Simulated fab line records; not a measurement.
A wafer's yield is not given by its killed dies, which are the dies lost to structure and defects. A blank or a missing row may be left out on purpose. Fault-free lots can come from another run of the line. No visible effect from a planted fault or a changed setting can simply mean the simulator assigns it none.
One fault seen from 2 desks | flow sky130 | only its own numbers are on each desk; what lay behind them is given at the end

FROM THE METROLOGY DESK
What the gauges read for every lot (on any tool): the sampled wafers with a number, averaged. Any lot whose mean is over 4 standard deviations away from the usual mean is out of limits and marked OUT; that distance is given in the brackets.
Columns: A = FIELD_ISO_OXIDATION_01_THK at SKY_FIELD_ISO_THK_MEAS_23, usual 9.96 nm; B = PWDE_OVL at SKY_PWDE_OVL_MEAS_07, usual -0.3 nm; C = NWELL_TW at SKY_NWELL_TW_MEAS_15, usual 1825; D = NWELL_RS at SKY_NWELL_RS_MEAS_29, usual 624.0 ohm/sq
lot  | first seen here | A     | B    | C              | D
L774 | day 2 07:47     | 9.59  | -1.7 | 1810           | 624.9
L775 | day 2 13:49     | 9.95  | 3.1  | 1815           | 625.2
L776 | day 2 17:29     | 9.67  | -0.6 | 1813           | 622.0
L780 | day 3 14:44     | 10.00 | -0.6 | 1819           | 623.5
L781 | day 3 19:49     | 9.81  | -0.1 | 1833           | 625.6
L782 | day 3 23:37     | 9.91  | 0.9  | 1824           | 623.6
L783 | day 4 05:49     | 9.94  | -1.2 | 1836           | 625.9
L784 | day 4 12:14     | 9.83  | -0.7 | 1799           | 625.5
L785 | day 4 15:50     | 9.91  | -0.5 | 1837           | 622.9
L792 | day 6 07:48     | 10.00 | -0.2 | 1554 (-23) OUT | 822.0 (+99 or more) OUT
L794 | day 6 16:26     | 10.17 | 1.6  | 1565 (-22) OUT | 818.2 (+99 or more) OUT
L797 | day 7 06:55     | 9.80  | -0.4 | 1834           | 624.6
This desk's result: L792, L794 out of limits, first on L792 (NWELL_TW at SKY_NWELL_TW_MEAS_15), day 9 00:20. L774, L775, L776, L780, L781, L782, L783, L784, L785, L797 stayed within limits.

FOR THE TOOL OWNER'S DESK: implanter-03
The tool's own readings at SKY_NWELL_IMPLANT_11, given as means over the sampled wafers that have a number, one for each lot that went through this tool. Any lot whose mean is over 4 standard deviations away from the usual mean is out of limits and marked OUT; that distance is given in the brackets.
Columns: A = dose ions cm2 at SKY_NWELL_IMPLANT_11, usual 1.8996e+13; B = end station pressure torr at SKY_NWELL_IMPLANT_11, usual 5.06e-06 Torr; C = faraday current uA at SKY_NWELL_IMPLANT_11, usual 107.2
lot  | first seen here | A                            | B        | C
L774 | day 4 16:34     | 1.9000e+13                   | 5.14e-06 | 106.8
L775 | day 4 20:45     | 1.8993e+13                   | 4.96e-06 | 106.9
L776 | day 5 00:40     | 1.8970e+13                   | 5.12e-06 | 107.4
L781 | day 6 05:25     | 1.9035e+13                   | 4.64e-06 | 106.3
L782 | day 6 08:49     | 1.9030e+13                   | 4.96e-06 | 105.8
L783 | day 6 17:10     | 1.8960e+13                   | 4.92e-06 | 107.3
L785 | day 7 11:19     | 1.8981e+13                   | 5.16e-06 | 107.9
L792 | day 8 23:47     | 1.1365e+13 (-99 or more) OUT | 5.03e-06 | 62.4 (-21) OUT
L794 | day 9 11:43     | 1.1362e+13 (-99 or more) OUT | 4.82e-06 | 64.6 (-20) OUT
This desk finds L792, L794 out of limits, L792 being first, at day 8 23:47 (dose ions cm2 at SKY_NWELL_IMPLANT_11). L774, L775, L776, L781, L782, L783, L785 stayed within limits.

ALL TOGETHER
The tool owner's desk could have raised an alarm at day 8 23:47, on L792, L794.
An alarm was possible from the metrology desk at day 9 00:20, on L792, L794.
Every lot named ran SKY_NWELL_IMPLANT_11 on implanter-03.

WHAT THE SIMULATOR HAD PUT IN
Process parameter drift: implanter-03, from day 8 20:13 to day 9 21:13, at SKY_NWELL_IMPLANT_11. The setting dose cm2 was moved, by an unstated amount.
Lots struck among those shown: L792, L794.
Counting hours from when the fault started, the first reading out of limits came at 4 for the tool owner's desk and at 4 for the metrology desk.
